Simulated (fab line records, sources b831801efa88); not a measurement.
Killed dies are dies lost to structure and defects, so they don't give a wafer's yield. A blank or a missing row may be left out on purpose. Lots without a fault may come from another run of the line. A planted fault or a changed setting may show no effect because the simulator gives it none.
fab line records | flow gf180mcu
record lots=5 wafers=15 last_day=34
route steps=602 shown POLY_GATE@171 HV_LDD@176
lots that met no fault: from a run of the same line without faults
start_h: hours from the record's first day to the start of the lot's first wafer shown | wait_h: hours since the lot's step before | " the same as in the row above | L1.1+2: a row that stands for several wafers | - no value, or no start given | * or withheld: withheld | < > ~ a bound
route shown NAME@n: a module of which the file shows steps, and the number in the route of the first | usual: mean/standard deviation of fault-free wafers | same: alike in all rows | chamber/n: place in a boat | sites: the reading at each site | _std_site: their standard deviation | _edge_site: outer sites' mean less inner sites' | radius_mm: how far each site lies from the wafer's centre | mask NAME#n: copy n | behind: the tool/chamber that last shaped the wafer | hold: why the lot was held/for how many hours/how that ended | device: the transistor (n, p or np) that didn't switch | end of line: the same wafers' tests at the end of the route | a step without rows: its recipe alone | killed: dies lost to structure and defects at the first sort, not the wafer's yield | map: a wafer's dies, x killed, . not, _ none there
set.NAME: the setting as run; set.NAME@STEP: as run at that earlier step | model.NAME: the simulator's own value behind a step, which no gauge read
lots at some steps of the route; a table a step, a row a wafer
services: from which hour (start_h, from the record's first day; less than 0 if before it) a tool's chamber was out of use, for how many hours, and why
## steps
# step GF_POLY_GATE_STRIP_14
# recipe chemistry=O2/N2 power_w=1400 pressure_mtorr=1500 platen_temp_c=250 o2_flow_sccm=3000 n2_flow_sccm=300 overash_fraction=0.5
# usual drypump_motor_current_A=5.7/0.56 heater_power_w=325/34 oes_product_au=0.504/0.0042
# columns lot.wafer tool chamber start_h wait_h drypump_motor_current_A heater_power_w oes_product_au rf_hours_counter_h
L075.3 plasma_asher-02 1 208.67 0.1 4.7 292 0.501 -
L075.4 " 0 " " 6.3 360 0.510 -
L075.6 " 1 " " 4.7 292 0.509 -
L077.1 plasma_asher-02 0 220.43 0.0 6.4 362 0.502 56
L077.2 " 1 " " 4.7 299 0.505 56
L077.4 " 1 " " 4.7 291 0.507 -
L086.1 plasma_asher-01 0 287.14 0.0 5.7 355 0.504 18
L086.2 " 1 " " 5.4 294 0.503 18
L086.3 " 0 " " 5.7 342 0.507 -
L094.3 plasma_asher-04 1 341.16 0.1 6.0 375 0.500 -
L094.4 " 0 " " 5.9 291 0.504 -
L094.6 " 0 " " 5.9 289 0.509 -
L095.2 plasma_asher-02 0 345.84 0.0 6.4 363 0.507 70
L095.4 " 1 " " 4.7 300 0.507 -
L095.5 " 1 " " 4.7 292 0.505 -
# step GF_POLY_GATE_CLEAN_15
# recipe chemistry=SC1/SC2 mix=1:4:20 temp_c=70 time_s=150 dry=n2_spin
# same time_s=150
# columns lot.wafer tool chamber start_h wait_h
L075.3+4+6 wet_bench-02 0 208.74 0.0
L077.1+2+4 wet_bench-04 3 220.53 0.1
L086.1+2+3 wet_bench-01 3 287.24 0.1
L094.3+4+6 wet_bench-02 1 341.23 0.0
L095.2+4+5 wet_bench-01 3 345.94 0.1
# step GF_POLY_GATE_OXIDATION_16
# recipe temp_c=850 ambient=O2 stabilise_s=600 purge_s=300 target_thk_a=40 ox_time_s=899
# usual spike_tc_lower_C=851.2/1 zone_power_lower_pct=16.46/0.18
# columns lot.wafer tool chamber start_h wait_h spike_tc_lower_C zone_power_lower_pct
L075.3 furnace-01 0 210.73 1.9 850.3 16.40
L075.4 " 0 " " 850.5 16.33
L075.6 " 0 " " 851.6 16.17
L077.1 furnace-01 0 222.26 1.7 853.2 16.30
L077.2 " 0 " " 852.0 16.26
L077.4 " 0 " " 850.1 16.45
L086.1 furnace-02 0 287.95 0.7 850.2 16.65
L086.2 " 0 " " 851.6 16.75
L086.3 " 0 " " 849.7 16.88
L094.3 furnace-01 0 342.98 1.7 853.6 16.54
L094.4 " 0 " " 852.2 16.47
L094.6 " 0 " " 852.2 16.32
L095.2 furnace-01 0 347.02 1.0 851.3 16.62
L095.4 " 0 " " 851.7 16.56
L095.5 " 0 " " 849.6 16.38
# step GF_POLY_GATE_THK_MEAS_17
# recipe reads=SiO2_of_POLY_GATE_OXIDATION_16
# usual POLY_GATE_OXIDATION_THK=3.98/0.12
# columns lot.wafer tool chamber start_h wait_h POLY_GATE_OXIDATION_THK[nm]
L075.3 film_metro-01 - 212.00 0.0 3.94
L075.4 " - " " 3.99
L075.6 " - " " 3.93
L077.1 film_metro-03 - 223.51 0.0 3.86
L077.2 " - " " 3.85
L077.4 " - " " 3.82
L086.1 film_metro-03 - 289.20 0.0 4.11
L086.2 " - " " 4.12
L086.3 " - " " 4.09
L094.3 film_metro-01 - 344.25 0.0 3.99
L094.4 " - " " 4.05
L094.6 " - " " 4.01
L095.2 film_metro-03 - 348.28 0.0 3.98
L095.4 " - " " 3.99
L095.5 " - " " 3.96
# step GF_POLY_GATE_CD_MEAS_18
# usual cd_nm=279.4/1.4
# columns lot.wafer tool chamber start_h wait_h cd_nm
L075.3 cd_sem-01 - 212.10 0.1 279.9
L075.4 " - " " 278.2
L075.6 " - " " 278.2
L077.1 cd_sem-02 - 223.61 0.1 280.4
L077.2 " - " " 278.1
L077.4 " - " " 278.9
L086.1 cd_sem-02 - 289.26 0.1 280.2
L086.2 " - " " 282.5
L086.3 " - " " 278.4
L094.3 cd_sem-02 - 344.35 0.1 281.3
L094.4 " - " " 282.1
L094.6 " - " " 280.9
L095.2 cd_sem-01 - 348.36 0.1 277.8
L095.4 " - " " 280.4
L095.5 " - " " 279.1
# step GF_HV_LDD_DEHYDRATE_00
# recipe temp_c=200 time_s=60
# same time_s=60
# columns lot.wafer tool chamber start_h wait_h
L075.3+4+6 litho_track-03 0 220.09 8.0
L077.1+2+4 litho_track-02 0 231.97 8.3
L086.1+2+3 litho_track-01 0 298.72 9.4
L094.3+4+6 litho_track-03 0 354.13 9.8
L095.2+4+5 litho_track-03 0 358.46 10.1
# step GF_HV_LDD_HMDS_01
# recipe prime_time_s=60 prime_temp_c=120
# columns lot.wafer tool chamber start_h wait_h
L075.3+4+6 litho_track-03 0 220.24 0.1
L077.1+2+4 litho_track-02 0 232.12 0.1
L086.1+2+3 litho_track-01 0 298.87 0.1
L094.3+4+6 litho_track-03 0 354.28 0.1
L095.2+4+5 litho_track-03 0 358.61 0.1
# step GF_HV_LDD_COAT_02
# recipe resist=NOVOLAK spin_rpm=3000 resist_thk_nm=1000
# columns lot.wafer tool chamber start_h wait_h
L075.3+4+6 litho_track-03 0 220.39 0.1
L077.1+2+4 litho_track-02 0 232.27 0.1
L086.1+2+3 litho_track-01 0 299.02 0.1
L094.3+4+6 litho_track-03 0 354.43 0.1
L095.2+4+5 litho_track-03 0 358.76 0.1
# step GF_HV_LDD_SOFTBAKE_03
# recipe temp_c=90 time_s=60 resist=NOVOLAK
# same time_s=60
# columns lot.wafer tool chamber start_h wait_h
L075.3+4+6 litho_track-03 0 220.54 0.1
L077.1+2+4 litho_track-02 0 232.42 0.1
L086.1+2+3 litho_track-01 0 299.17 0.1
L094.3+4+6 litho_track-03 0 354.58 0.1
L095.2+4+5 litho_track-03 0 358.91 0.1
# step GF_HV_LDD_EXPOSE_04
# recipe mask_id=Nplus_LV_AREA target_cd_nm=400 na=0.6 source_shape=conventional sigma_outer=0.6 dose_mj=140
# usual stage_vel_mm_s=499.98/0.26
# same sigma_outer=0.6
# columns lot.wafer tool chamber start_h wait_h mask stage_vel_mm_s
L075.3 iline_stepper-02 0 - - Nplus_LV_AREA#0 499.74
L075.4 " 0 " " Nplus_LV_AREA#0 500.04
L075.6 " 0 " " Nplus_LV_AREA#0 499.91
L077.1 iline_stepper-02 0 - - Nplus_LV_AREA#0 500.04
L077.2 " 0 " " Nplus_LV_AREA#0 499.83
L077.4 " 0 " " Nplus_LV_AREA#0 499.86
L086.1 iline_stepper-01 0 - - Nplus_LV_AREA#0 499.91
L086.2 " 0 " " Nplus_LV_AREA#0 499.94
L086.3 " 0 " " Nplus_LV_AREA#0 500.15
L094.3 iline_stepper-01 0 - - Nplus_LV_AREA#0 500.01
L094.4 " 0 " " Nplus_LV_AREA#0 499.86
L094.6 " 0 " " Nplus_LV_AREA#0 499.98
L095.2 iline_stepper-01 0 - - Nplus_LV_AREA#0 499.96
L095.4 " 0 " " Nplus_LV_AREA#0 499.88
L095.5 " 0 " " Nplus_LV_AREA#0 500.07
# step GF_HV_LDD_PEB_05
# recipe temp_c=withheld time_s=* resist=NOVOLAK
# same time_s=*
# columns lot.wafer tool chamber start_h wait_h
L075.3+4+6 litho_track-03 0 - -
L077.1+2+4 litho_track-03 0 - -
L086.1+2+3 litho_track-01 0 - -
L094.3+4+6 litho_track-02 0 - -
L095.2+4+5 litho_track-02 0 - -
# step GF_HV_LDD_DEVELOP_06
# recipe develop_time_s=60 dev_temp_c=23
# columns lot.wafer tool chamber start_h wait_h
L075.3+4+6 litho_track-03 0 229.19 0.1
L077.1+2+4 litho_track-03 0 241.59 0.1
L086.1+2+3 litho_track-01 0 309.42 0.1
L094.3+4+6 litho_track-02 0 365.57 0.1
L095.2+4+5 litho_track-02 0 369.45 0.1
# step GF_HV_LDD_CD_MEAS_07
# recipe target_cd_nm=400
# usual cd_nm=400.3/1.7
# columns lot.wafer tool chamber start_h wait_h cd_nm
L075.3 cd_sem-02 - 229.33 0.1 396.1
L075.4 " - " " 398.5
L075.6 " - " " 398.0
L077.1 cd_sem-01 - 241.74 0.1 400.8
L077.2 " - " " 401.4
L077.4 " - " " 400.0
L086.1 cd_sem-01 - 309.57 0.1 398.1
L086.2 " - " " 400.8
L086.3 " - " " 400.7
L094.3 cd_sem-01 - 365.71 0.1 400.5
L094.4 " - " " 400.7
L094.6 " - " " 400.5
L095.2 cd_sem-01 - 369.59 0.1 402.9
L095.4 " - " " 400.7
L095.5 " - " " 400.3
# step GF_HV_LDD_OVL_MEAS_08
# usual HV_LDD_OVL=0.2/1.4
# columns lot.wafer tool chamber start_h wait_h HV_LDD_OVL[nm]
L075.3 overlay-02 - 229.42 0.1 -0.4
L075.4 " - " " -0.3
L075.6 " - " " 0.5
L077.1 overlay-01 - 241.86 0.1 -1.3
L077.2 " - " " -1.5
L077.4 " - " " -1.7
L086.1 overlay-01 - 309.69 0.1 0.4
L086.2 " - " " 0.0
L086.3 " - " " 1.4
L094.3 overlay-02 - 365.80 0.1 4.8
L094.4 " - " " 1.4
L094.6 " - " " 3.7
L095.2 overlay-01 - 369.70 0.1 -0.7
L095.4 " - " " 0.2
L095.5 " - " " 0.8
# step GF_HV_LDD_IMPLANT_09
# recipe species=As energy_kev=40 dose_cm2=1e+14 tilt_deg=7
# usual faraday_current_uA=562/11
# columns lot.wafer tool chamber start_h wait_h faraday_current_uA
L075.3 implanter-03 0 229.49 0.1 581
L075.4 " 0 " " 544
L075.6 " 0 " " 572
L077.1 implanter-02 0 241.89 0.0 551
L077.2 " 0 " " 558
L077.4 " 0 " " 554
L086.1 implanter-04 0 309.72 0.0 561
L086.2 " 0 " " 573
L086.3 " 0 " " 541
L094.3 implanter-04 0 365.88 0.1 553
L094.4 " 0 " " 556
L094.6 " 0 " " 566
L095.2 implanter-04 0 369.75 0.0 552
L095.4 " 0 " " 581
L095.5 " 0 " " 578
# step GF_HV_LDD_STRIP_10
# recipe chemistry=O2/N2 power_w=1400 pressure_mtorr=1500 platen_temp_c=250 o2_flow_sccm=3000 n2_flow_sccm=300 overash_fraction=0.5
# usual drypump_motor_current_A=5.5/0.67 heater_power_w=329/29 oes_product_au=0.716/0.0044 strip_time_to_endpoint_s=12.62/0.044
# columns lot.wafer tool chamber start_h wait_h drypump_motor_current_A heater_power_w oes_product_au rf_hours_counter_h strip_time_to_endpoint_s
L075.3 plasma_asher-02 1 229.63 0.1 4.7 285 0.713 - 12.60
L075.4 " 0 " " 6.4 350 0.706 - 12.62
L075.6 " 0 " " 6.4 352 0.718 - 12.62
L077.1 plasma_asher-03 0 242.04 0.1 4.8 336 0.724 63 12.62
L077.2 " 1 " " 5.8 330 0.713 63 12.62
L077.4 " 1 " " 5.8 330 0.715 - 12.64
L086.1 plasma_asher-03 0 309.87 0.1 4.8 324 0.713 70 12.60
L086.2 " 1 " " 5.8 330 0.709 70 12.61
L086.3 " 0 " " 4.8 324 0.722 - 12.59
L094.3 plasma_asher-04 0 366.01 0.1 5.9 291 0.723 - 12.51
L094.4 " 1 " " 6.0 378 0.712 - 12.56
L094.6 " 0 " " 5.9 286 0.720 - 12.54
L095.2 plasma_asher-04 1 369.88 0.1 6.0 368 0.720 56 12.62
L095.4 " 0 " " 5.9 299 0.715 - 12.63
L095.5 " 1 " " 6.0 377 0.717 - 12.65
# step GF_HV_LDD_TW_MEAS_11
# usual HV_LDD_TW=2448/29
# columns lot.wafer tool chamber start_h wait_h HV_LDD_TW
L075.3 film_metro-01 - 229.71 0.1 2440
L075.4 " - " " 2458
L075.6 " - " " 2438
L077.1 film_metro-04 - 242.14 0.1 2404
L077.2 " - " " 2398
L077.4 " - " " 2406
L086.1 film_metro-03 - 309.97 0.1 2466
L086.2 " - " " 2456
L086.3 " - " " 2462
L094.3 film_metro-01 - 366.10 0.1 2459
L094.4 " - " " 2448
L094.6 " - " " 2458
L095.2 film_metro-04 - 369.99 0.1 2403
L095.4 " - " " 2404
L095.5 " - " " 2412
# step GF_HV_LDD_DEHYDRATE_12
# recipe temp_c=200 time_s=60
# same time_s=60
# columns lot.wafer tool chamber start_h wait_h
L075.3+4+6 litho_track-01 0 238.32 8.6
L077.1+2+4 litho_track-01 0 250.07 7.9
L086.1+2+3 litho_track-03 0 319.03 9.1
L094.3+4+6 litho_track-01 0 376.56 10.5
L095.2+4+5 litho_track-03 0 381.26 11.3
# step GF_HV_LDD_HMDS_13
# recipe prime_time_s=60 prime_temp_c=120
# columns lot.wafer tool chamber start_h wait_h
L075.3+4+6 litho_track-01 0 238.47 0.1
L077.1+2+4 litho_track-01 0 250.22 0.1
L086.1+2+3 litho_track-03 0 319.18 0.1
L094.3+4+6 litho_track-01 0 376.71 0.1
L095.2+4+5 litho_track-03 0 381.41 0.1
# step GF_HV_LDD_COAT_14
# recipe resist=NOVOLAK spin_rpm=3000 resist_thk_nm=1000
# columns lot.wafer tool chamber start_h wait_h
L075.3+4+6 litho_track-01 0 238.62 0.1
L077.1+2+4 litho_track-01 0 250.37 0.1
L086.1+2+3 litho_track-03 0 319.33 0.1
L094.3+4+6 litho_track-01 0 376.86 0.1
L095.2+4+5 litho_track-03 0 381.56 0.1
# step GF_HV_LDD_SOFTBAKE_15
# recipe temp_c=90 time_s=60 resist=NOVOLAK
# same time_s=60
# columns lot.wafer tool chamber start_h wait_h
L075.3+4+6 litho_track-01 0 238.77 0.1
L077.1+2+4 litho_track-01 0 250.52 0.1
L086.1+2+3 litho_track-03 0 319.48 0.1
L094.3+4+6 litho_track-01 0 377.01 0.1
L095.2+4+5 litho_track-03 0 381.71 0.1
# step GF_HV_LDD_EXPOSE_16
# recipe mask_id=Pplus_LV_AREA target_cd_nm=400 na=0.6 source_shape=conventional sigma_outer=0.6 dose_mj=140
# usual stage_vel_mm_s=500.00/0.28
# same sigma_outer=0.6
# columns lot.wafer tool chamber start_h wait_h mask stage_vel_mm_s
L075.3 iline_stepper-01 0 - - Pplus_LV_AREA#0 499.91
L075.4 " 0 " " Pplus_LV_AREA#0 499.57
L075.6 " 0 " " Pplus_LV_AREA#0 500.11
L077.1 iline_stepper-01 0 - - Pplus_LV_AREA#0 499.96
L077.2 " 0 " " Pplus_LV_AREA#0 500.38
L077.4 " 0 " " Pplus_LV_AREA#0 500.10
L086.1 iline_stepper-02 0 - - Pplus_LV_AREA#0 500.01
L086.2 " 0 " " Pplus_LV_AREA#0 500.15
L086.3 " 0 " " Pplus_LV_AREA#0 499.82
L094.3 iline_stepper-01 0 - - Pplus_LV_AREA#0 499.81
L094.4 " 0 " " Pplus_LV_AREA#0 499.89
L094.6 " 0 " " Pplus_LV_AREA#0 499.94
L095.2 iline_stepper-01 0 - - Pplus_LV_AREA#0 499.78
L095.4 " 0 " " Pplus_LV_AREA#0 499.98
L095.5 " 0 " " Pplus_LV_AREA#0 499.97
# step GF_HV_LDD_PEB_17
# recipe temp_c=withheld time_s=* resist=NOVOLAK
# same time_s=*
# columns lot.wafer tool chamber start_h wait_h
L075.3+4+6 litho_track-03 0 - -
L077.1+2+4 litho_track-03 0 - -
L086.1+2+3 litho_track-01 0 - -
L094.3+4+6 litho_track-03 0 - -
L095.2+4+5 litho_track-02 0 - -
# step GF_HV_LDD_DEVELOP_18
# recipe develop_time_s=60 dev_temp_c=23
# columns lot.wafer tool chamber start_h wait_h
L075.3+4+6 litho_track-03 0 247.89 0.1
L077.1+2+4 litho_track-03 0 259.19 0.1
L086.1+2+3 litho_track-01 0 330.27 0.1
L094.3+4+6 litho_track-03 0 387.98 0.1
L095.2+4+5 litho_track-02 0 392.75 0.1
# step GF_HV_LDD_CD_MEAS_19
# recipe target_cd_nm=400
# usual cd_nm=400.9/2.1
# columns lot.wafer tool chamber start_h wait_h cd_nm
L075.3 cd_sem-02 - 248.03 0.1 401.3
L075.4 " - " " 399.7
L075.6 " - " " 399.7
L077.1 cd_sem-01 - 259.34 0.1 402.1
L077.2 " - " " 401.5
L077.4 " - " " 402.8
L086.1 cd_sem-02 - 330.42 0.1 403.0
L086.2 " - " " 403.2
L086.3 " - " " 403.3
L094.3 cd_sem-01 - 388.12 0.1 399.7
L094.4 " - " " 401.3
L094.6 " - " " 399.0
L095.2 cd_sem-02 - 392.89 0.1 399.1
L095.4 " - " " 400.2
L095.5 " - " " 399.6
# step GF_HV_LDD_OVL_MEAS_20
# usual HV_LDD_01_OVL=-0.2/1.5
# columns lot.wafer tool chamber start_h wait_h HV_LDD_01_OVL[nm]
L075.3 overlay-01 - 248.12 0.1 -2.9
L075.4 " - " " -2.0
L075.6 " - " " -1.3
L077.1 overlay-01 - 259.46 0.1 0.9
L077.2 " - " " -2.0
L077.4 " - " " -0.1
L086.1 overlay-02 - 330.54 0.1 3.0
L086.2 " - " " 0.7
L086.3 " - " " 4.5
L094.3 overlay-02 - 388.22 0.1 -0.3
L094.4 " - " " 0.7
L094.6 " - " " -2.0
L095.2 overlay-01 - 393.00 0.1 1.1
L095.4 " - " " -0.2
L095.5 " - " " -1.1
# step GF_HV_LDD_IMPLANT_21
# recipe species=BF2 energy_kev=25 dose_cm2=5e+13 tilt_deg=7
# usual faraday_current_uA=282/6
# columns lot.wafer tool chamber start_h wait_h faraday_current_uA
L075.3 implanter-02 0 248.19 0.1 275
L075.4 " 0 " " 281
L075.6 " 0 " " 282
L077.1 implanter-03 0 259.49 0.0 286
L077.2 " 0 " " 277
L077.4 " 0 " " 269
L086.1 implanter-03 0 330.57 0.0 282
L086.2 " 0 " " 283
L086.3 " 0 " " 283
L094.3 implanter-02 0 388.29 0.1 285
L094.4 " 0 " " 283
L094.6 " 0 " " 277
L095.2 implanter-02 0 393.05 0.0 282
L095.4 " 0 " " 278
L095.5 " 0 " " 286
# step GF_HV_LDD_STRIP_22
# recipe chemistry=O2/N2 power_w=1400 pressure_mtorr=1500 platen_temp_c=250 o2_flow_sccm=3000 n2_flow_sccm=300 overash_fraction=0.5
# usual drypump_motor_current_A=5.6/0.62 heater_power_w=330/33 oes_product_au=0.716/0.0046 strip_time_to_endpoint_s=12.60/0.041
# columns lot.wafer tool chamber start_h wait_h drypump_motor_current_A heater_power_w oes_product_au rf_hours_counter_h strip_time_to_endpoint_s
L075.3 plasma_asher-04 1 248.33 0.1 6.0 357 0.717 - 12.64
L075.4 " 0 " " 5.9 283 0.713 - 12.67
L075.6 " 1 " " 6.0 370 0.710 - 12.65
L077.1 plasma_asher-02 0 259.64 0.1 6.4 356 0.716 60 12.54
L077.2 " 1 " " 4.7 292 0.719 60 12.59
L077.4 " 0 " " 6.3 355 0.709 - 12.56
L086.1 plasma_asher-02 1 330.72 0.1 4.7 298 0.709 68 12.58
L086.2 " 0 " " 6.4 357 0.713 68 12.58
L086.3 " 1 " " 4.7 291 0.724 - 12.54
L094.3 plasma_asher-04 0 388.45 0.1 5.9 292 0.713 - 12.60
L094.4 " 1 " " 6.1 383 0.714 - 12.62
L094.6 " 0 " " 5.9 287 0.717 - 12.57
L095.2 plasma_asher-04 0 393.18 0.1 5.9 284 0.721 59 12.54
L095.4 " 1 " " 6.0 373 0.719 - 12.54
L095.5 " 1 " " 6.0 380 0.715 - 12.50
# step GF_HV_LDD_TW_MEAS_23
# usual HV_LDD_2_TW=1066/18
# columns lot.wafer tool chamber start_h wait_h HV_LDD_2_TW
L075.3 film_metro-04 - 248.41 0.1 1051
L075.4 " - " " 1056
L075.6 " - " " 1052
L077.1 film_metro-03 - 259.74 0.1 1089
L077.2 " - " " 1083
L077.4 " - " " 1083
L086.1 film_metro-03 - 330.82 0.1 1081
L086.2 " - " " 1077
L086.3 " - " " 1084
L094.3 film_metro-04 - 388.54 0.1 1036
L094.4 " - " " 1035
L094.6 " - " " 1035
L095.2 film_metro-01 - 393.29 0.1 1071
L095.4 " - " " 1069
L095.5 " - " " 1069
# step GF_HV_LDD_DEHYDRATE_24
# recipe temp_c=200 time_s=60
# same time_s=60
# columns lot.wafer tool chamber start_h wait_h
L075.3+4+6 litho_track-01 0 256.27 7.8
L077.1+2+4 litho_track-01 0 268.17 8.4
L086.1+2+3 litho_track-02 0 340.62 9.8
L094.3+4+6 litho_track-02 0 400.07 11.5
L095.2+4+5 litho_track-01 0 404.69 11.4
# step GF_HV_LDD_HMDS_25
# recipe prime_time_s=60 prime_temp_c=120
# columns lot.wafer tool chamber start_h wait_h
L075.3+4+6 litho_track-01 0 256.42 0.1
L077.1+2+4 litho_track-01 0 268.32 0.1
L086.1+2+3 litho_track-02 0 340.77 0.1
L094.3+4+6 litho_track-02 0 400.22 0.1
L095.2+4+5 litho_track-01 0 404.84 0.1
# step GF_HV_LDD_COAT_26
# recipe resist=NOVOLAK spin_rpm=3000 resist_thk_nm=1000
# columns lot.wafer tool chamber start_h wait_h
L075.3+4+6 litho_track-01 0 256.57 0.1
L077.1+2+4 litho_track-01 0 268.47 0.1
L086.1+2+3 litho_track-02 0 340.92 0.1
L094.3+4+6 litho_track-02 0 400.37 0.1
L095.2+4+5 litho_track-01 0 404.99 0.1
# step GF_HV_LDD_SOFTBAKE_27
# recipe temp_c=90 time_s=60 resist=NOVOLAK
# same time_s=60
# columns lot.wafer tool chamber start_h wait_h
L075.3+4+6 litho_track-01 0 256.72 0.1
L077.1+2+4 litho_track-01 0 268.62 0.1
L086.1+2+3 litho_track-02 0 341.07 0.1
L094.3+4+6 litho_track-02 0 400.52 0.1
L095.2+4+5 litho_track-01 0 405.14 0.1
# step GF_HV_LDD_EXPOSE_28
# recipe mask_id=Nplus_HV_AREA target_cd_nm=400 na=0.6 source_shape=conventional sigma_outer=0.6 dose_mj=140
# usual stage_vel_mm_s=499.99/0.26
# same sigma_outer=0.6
# columns lot.wafer tool chamber start_h wait_h mask stage_vel_mm_s
L075.3 iline_stepper-02 0 - - Nplus_HV_AREA#0 500.07
L075.4 " 0 " " Nplus_HV_AREA#0 499.83
L075.6 " 0 " " Nplus_HV_AREA#0 499.66
L077.1 iline_stepper-02 0 - - Nplus_HV_AREA#0 499.92
L077.2 " 0 " " Nplus_HV_AREA#0 499.90
L077.4 " 0 " " Nplus_HV_AREA#0 499.76
L086.1 iline_stepper-02 0 - - Nplus_HV_AREA#0 500.28
L086.2 " 0 " " Nplus_HV_AREA#0 499.83
L086.3 " 0 " " Nplus_HV_AREA#0 500.28
L094.3 iline_stepper-02 0 - - Nplus_HV_AREA#0 499.83
L094.4 " 0 " " Nplus_HV_AREA#0 499.30
L094.6 " 0 " " Nplus_HV_AREA#0 499.98
L095.2 iline_stepper-02 0 - - Nplus_HV_AREA#0 499.97
L095.4 " 0 " " Nplus_HV_AREA#0 499.92
L095.5 " 0 " " Nplus_HV_AREA#0 499.87
# step GF_HV_LDD_PEB_29
# recipe temp_c=withheld time_s=* resist=NOVOLAK
# same time_s=*
# columns lot.wafer tool chamber start_h wait_h
L075.3+4+6 litho_track-03 0 - -
L077.1+2+4 litho_track-03 0 - -
L086.1+2+3 litho_track-03 0 - -
L094.3+4+6 litho_track-01 0 - -
L095.2+4+5 litho_track-03 0 - -
# step GF_HV_LDD_DEVELOP_30
# recipe develop_time_s=60 dev_temp_c=23
# columns lot.wafer tool chamber start_h wait_h
L075.3+4+6 litho_track-03 0 265.99 0.1
L077.1+2+4 litho_track-03 0 278.09 0.1
L086.1+2+3 litho_track-03 0 351.78 0.1
L094.3+4+6 litho_track-01 0 411.86 0.1
L095.2+4+5 litho_track-03 0 416.86 0.1
# step GF_HV_LDD_CD_MEAS_31
# recipe target_cd_nm=400
# usual cd_nm=400.8/2.1
# columns lot.wafer tool chamber start_h wait_h cd_nm
L075.3 cd_sem-01 - 266.13 0.1 401.4
L075.4 " - " " 403.3
L075.6 " - " " 401.9
L077.1 cd_sem-01 - 278.24 0.1 400.4
L077.2 " - " " 402.3
L077.4 " - " " 401.9
L086.1 cd_sem-01 - 351.93 0.1 400.0
L086.2 " - " " 398.7
L086.3 " - " " 400.9
L094.3 cd_sem-01 - 412.00 0.1 398.8
L094.4 " - " " 399.2
L094.6 " - " " 400.3
L095.2 cd_sem-01 - 417.00 0.1 404.1
L095.4 " - " " 403.1
L095.5 " - " " 403.7
# step GF_HV_LDD_OVL_MEAS_32
# usual HV_LDD_02_OVL=-0.1/1.1
# columns lot.wafer tool chamber start_h wait_h HV_LDD_02_OVL[nm]
L075.3 overlay-01 - 266.22 0.1 1.2
L075.4 " - " " 1.1
L075.6 " - " " -0.4
L077.1 overlay-01 - 278.36 0.1 -2.4
L077.2 " - " " -2.2
L077.4 " - " " -1.0
L086.1 overlay-01 - 352.05 0.1 1.0
L086.2 " - " " -0.4
L086.3 " - " " 0.8
L094.3 overlay-02 - 412.10 0.1 0.8
L094.4 " - " " -0.2
L094.6 " - " " 1.2
L095.2 overlay-01 - 417.11 0.1 0.7
L095.4 " - " " -0.7
L095.5 " - " " -0.9
# step GF_HV_LDD_IMPLANT_33
# recipe species=P energy_kev=60 dose_cm2=7.5e+12 tilt_deg=30 rotation_deg=0
# usual faraday_current_uA=42.2/0.85
# columns lot.wafer tool chamber start_h wait_h faraday_current_uA
L075.3 implanter-02 0 266.29 0.1 41.1
L075.4 " 0 " " 41.2
L075.6 " 0 " " 42.0
L077.1 implanter-02 0 278.39 0.0 42.2
L077.2 " 0 " " 42.4
L077.4 " 0 " " 40.5
L086.1 implanter-02 0 352.09 0.0 42.2
L086.2 " 0 " " 39.8
L086.3 " 0 " " 42.4
L094.3 implanter-04 0 412.17 0.1 42.9
L094.4 " 0 " " 43.1
L094.6 " 0 " " 41.0
L095.2 implanter-04 0 417.16 0.0 43.3
L095.4 " 0 " " 42.2
L095.5 " 0 " " 42.0
# step GF_HV_LDD_IMPLANT_34
# recipe species=P energy_kev=60 dose_cm2=7.5e+12 tilt_deg=30 rotation_deg=90
# usual faraday_current_uA=42.2/0.83
# columns lot.wafer tool chamber start_h wait_h faraday_current_uA
L075.3 implanter-02 0 266.44 0.1 42.6
L075.4 " 0 " " 41.5
L075.6 " 0 " " 42.2
L077.1 implanter-02 0 278.54 0.1 42.2
L077.2 " 0 " " 42.8
L077.4 " 0 " " 42.2
L086.1 implanter-02 0 352.24 0.1 41.0
L086.2 " 0 " " 41.4
L086.3 " 0 " " 43.2
L094.3 implanter-04 0 412.32 0.1 41.9
L094.4 " 0 " " 42.4
L094.6 " 0 " " 41.6
L095.2 implanter-04 0 417.31 0.1 42.6
L095.4 " 0 " " 42.7
L095.5 " 0 " " 41.0
# step GF_HV_LDD_IMPLANT_35
# recipe species=P energy_kev=60 dose_cm2=7.5e+12 tilt_deg=30 rotation_deg=180
# usual faraday_current_uA=42.4/0.92
# columns lot.wafer tool chamber start_h wait_h faraday_current_uA
L075.3 implanter-02 0 266.59 0.1 41.8
L075.4 " 0 " " 42.2
L075.6 " 0 " " 42.6
L077.1 implanter-02 0 278.69 0.1 41.6
L077.2 " 0 " " 43.4
L077.4 " 0 " " 43.2
L086.1 implanter-02 0 352.39 0.1 41.7
L086.2 " 0 " " 43.1
L086.3 " 0 " " 43.3
L094.3 implanter-04 0 412.47 0.1 41.8
L094.4 " 0 " " 42.0
L094.6 " 0 " " 41.4
L095.2 implanter-04 0 417.46 0.1 41.9
L095.4 " 0 " " 40.8
L095.5 " 0 " " 41.7
# step GF_HV_LDD_IMPLANT_36
# recipe species=P energy_kev=60 dose_cm2=7.5e+12 tilt_deg=30 rotation_deg=270
# usual faraday_current_uA=42.3/0.9
# columns lot.wafer tool chamber start_h wait_h faraday_current_uA
L075.3 implanter-02 0 266.74 0.1 43.5
L075.4 " 0 " " 42.7
L075.6 " 0 " " 41.5
L077.1 implanter-02 0 278.84 0.1 42.0
L077.2 " 0 " " 42.8
L077.4 " 0 " " 43.1
L086.1 implanter-02 0 352.54 0.1 41.3
L086.2 " 0 " " 42.5
L086.3 " 0 " " 43.2
L094.3 implanter-04 0 412.62 0.1 42.9
L094.4 " 0 " " 41.2
L094.6 " 0 " " 43.7
L095.2 implanter-04 0 417.61 0.1 42.5
L095.4 " 0 " " 42.6
L095.5 " 0 " " 42.3
## services
# columns tool chamber start_h hours kind
implanter-04 - 202.19 3.1 repair
iline_stepper-01 - 202.49 8.5 repair
furnace-01 - 204.95 3.2 pm
implanter-03 - 205.97 1.4 repair
plasma_asher-01 - 214.95 0.4 repair
iline_stepper-02 - 222.70 4.4 pm
plasma_asher-04 - 226.56 9.7 repair
iline_stepper-02 - 228.65 1.7 pm
implanter-04 - 231.69 2.8 repair
implanter-04 - 237.09 19.8 pm
plasma_asher-02 - 239.79 4.1 repair
furnace-01 - 266.89 4.4 pm
plasma_asher-03 - 274.29 1.2 repair
furnace-01 - 299.88 4.1 pm
plasma_asher-04 - 306.73 2.8 pm
wet_bench-02 - 311.15 1.6 repair
iline_stepper-01 - 363.61 1.7 pm
plasma_asher-02 - 374.75 2.8 pm
plasma_asher-02 - 380.45 3.6 repair
plasma_asher-03 - 384.97 3.7 repair
plasma_asher-02 - 387.60 4.4 repair
implanter-03 - 388.68 9.5 repair
plasma_asher-02 - 397.33 5.2 repair
implanter-04 - 397.74 11.6 repair
## key
fault none
